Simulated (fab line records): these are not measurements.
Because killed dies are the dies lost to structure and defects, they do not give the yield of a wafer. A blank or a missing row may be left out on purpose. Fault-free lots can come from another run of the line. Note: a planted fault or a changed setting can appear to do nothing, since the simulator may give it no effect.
2 desks looking at one fault || flow sky130 || every desk sees just its own numbers, and what lay behind them comes last

AT THE TOOL OWNER'S DESK: krfScanner-02
The tool's own readings at SKY_POLY_CUT_EXPOSE_05 (exposes mask NPCM, target cd 270 nm): means of the sampled wafers that have a number, for each lot that ran on this tool. The brackets show how far a lot's mean lies from the usual mean; more than 4 standard deviations puts the lot out of limits, marked OUT.
Columns: A = exposureDoseMJCm2 at SKY_POLY_CUT_EXPOSE_05, usual 31.972
{"lot": "L165", "first seen here": "day 26 15:53", "A": 31.928}
{"lot": "L168", "first seen here": "day 27 18:01", "A": "32.364 (+13) OUT"}
{"lot": "L169", "first seen here": "day 28 00:10", "A": "32.271 (+10) OUT"}
{"lot": "L175", "first seen here": "day 30 04:49", "A": 31.957}
{"lot": "L177", "first seen here": "day 30 11:07", "A": 31.983}
{"lot": "L178", "first seen here": "day 31 03:52", "A": 31.982}
{"lot": "L179", "first seen here": "day 31 12:11", "A": 31.950}
{"lot": "L180", "first seen here": "day 31 23:04", "A": 31.987}
This desk finds L168, L169 out of limits, L168 being first, at day 27 18:01 (exposureDoseMJCm2 at SKY_POLY_CUT_EXPOSE_05). In limits: L165, L175, L177, L178, L179, L180.

AT THE METROLOGY DESK
Means of the sampled wafers that have a number, per lot and without regard to the tool the lot ran on: this is what the gauges read. The brackets show how far a lot's mean lies from the usual mean; more than 4 standard deviations puts the lot out of limits, marked OUT.
Columns: A = cdNm at SKY_POLY_CUT_CD_MEAS_08, usual 269.6 nm
{"lot": "L157", "first seen here": "day 25 01:29", "A": 269.1}
{"lot": "L165", "first seen here": "day 27 06:37", "A": 269.7}
{"lot": "L168", "first seen here": "day 28 07:22", "A": "263.3 (-5.2) OUT"}
{"lot": "L169", "first seen here": "day 28 14:25", "A": "259.6 (-8.3) OUT"}
{"lot": "L170", "first seen here": "day 28 20:22", "A": 268.5}
{"lot": "L176", "first seen here": "day 30 13:53", "A": 268.9}
{"lot": "L175", "first seen here": "day 30 18:04", "A": 269.7}
{"lot": "L177", "first seen here": "day 31 00:47", "A": 270.4}
{"lot": "L178", "first seen here": "day 31 16:13", "A": 268.3}
{"lot": "L179", "first seen here": "day 32 01:12", "A": 269.2}
{"lot": "L180", "first seen here": "day 32 13:07", "A": 272.5}
This desk finds L168, L169 out of limits, L168 being first, at day 28 07:22 (cdNm at SKY_POLY_CUT_CD_MEAS_08). In limits: L157, L165, L170, L176, L175, L177, L178, L179, L180.

BROUGHT TOGETHER
On L168, L169, at day 27 18:01, an alarm was possible from the tool owner's desk.
L168, L169 would have let the metrology desk raise an alarm at day 28 07:22.
Every lot named ran SKY_POLY_CUT_EXPOSE_05 on krfScanner-02.

WHAT HAD BEEN PUT IN BY THE SIMULATOR
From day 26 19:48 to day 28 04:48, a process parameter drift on krfScanner-02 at SKY_POLY_CUT_EXPOSE_05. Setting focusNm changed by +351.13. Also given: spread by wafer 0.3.
Struck lots among those shown: L168, L169.
Hours from the fault's start to each desk's first reading out of limits: the tool owner's desk, 22; the metrology desk, 36.
